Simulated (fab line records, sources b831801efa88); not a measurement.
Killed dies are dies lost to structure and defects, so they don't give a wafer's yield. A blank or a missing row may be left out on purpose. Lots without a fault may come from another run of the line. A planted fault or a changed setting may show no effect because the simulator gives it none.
One fault seen from 2 desks | flow gf180mcu | each desk has only its own numbers; what lay behind them comes last

THE METROLOGY DESK
What the gauges read, lot by lot, whatever tool the lot ran on: means of the sampled wafers that have a number. A lot is out of limits, marked OUT, if its mean lies more than 4 standard deviations from the usual mean; the brackets give that distance.
Columns: A = cd_nm at GF_NSD_CD_MEAS_07, usual 400.2 nm; B = cd_nm at GF_PSD_CD_MEAS_07, usual 399.6 nm; C = NSD_RS at GF_PSD_RS_MEAS_14, usual 46.15 ohm/sq
lot  | first seen here | A     | B     | C
L509 | day 13 04:29    | 399.2 | 399.3 | 46.22
L510 | day 13 14:32    | 397.9 | 400.4 | 46.12
L512 | day 14 05:53    | 401.1 | 403.0 | 46.06
L514 | day 15 00:32    | 398.3 | 398.9 | 46.04
L515 | day 15 08:11    | 402.3 | 399.5 | 46.28
L523 | day 18 04:38    | 401.5 | 395.6 | 46.50
L524 | day 18 16:01    | 396.9 | 403.1 | 46.55 (+4.2) OUT
L526 | day 19 08:31    | 401.9 | 402.4 | 46.14
L529 | day 20 07:56    | 399.0 | 396.4 | 46.18
L530 | day 20 14:58    | 396.5 | 398.8 | 46.00
L531 | day 21 00:50    | 400.0 | 403.5 | 46.24
L532 | day 21 07:25    | 399.3 | 395.2 | 46.12
This desk's finding: out of limits on L524; first on L524, day 19 16:52 (NSD_RS at GF_PSD_RS_MEAS_14). In limits: L509, L510, L512, L514, L515, L523, L526, L529, L530, L531, L532.

THE TOOL OWNER'S DESK: implanter-01
The tool's own readings at GF_NSD_IMPLANT_09: means of the sampled wafers that have a number, for each lot that ran on this tool. A lot is out of limits, marked OUT, if its mean lies more than 4 standard deviations from the usual mean; the brackets give that distance.
Columns: A = beam_energy_keV at GF_NSD_IMPLANT_09, usual 59.999
lot  | first seen here | A
L509 | day 13 04:38    | 59.993
L510 | day 13 14:41    | 60.011
L512 | day 14 06:02    | 60.003
L523 | day 18 04:48    | 58.799 (-63) OUT
L524 | day 18 16:11    | 58.787 (-64) OUT
This desk's finding: out of limits on L523, L524; first on L523, day 18 04:48 (beam_energy_keV at GF_NSD_IMPLANT_09). In limits: L509, L510, L512.

PUT TOGETHER
The tool owner's desk could have raised an alarm at day 18 04:48, on L523, L524.
The metrology desk could have raised an alarm at day 19 16:52, on L524.
The metrology desk has L523 on record, within its limits.
Of the lots named, all ran GF_NSD_IMPLANT_09 on implanter-01.

WHAT THE SIMULATOR HAD PUT IN
Process parameter drift: implanter-01, from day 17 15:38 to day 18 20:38, at GF_NSD_IMPLANT_09. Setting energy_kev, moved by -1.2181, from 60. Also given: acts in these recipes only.
Lots struck among those shown: L523, L524.
Hours from the fault's start to each desk's first reading out of limits: the tool owner's desk, 13; the metrology desk, 49.
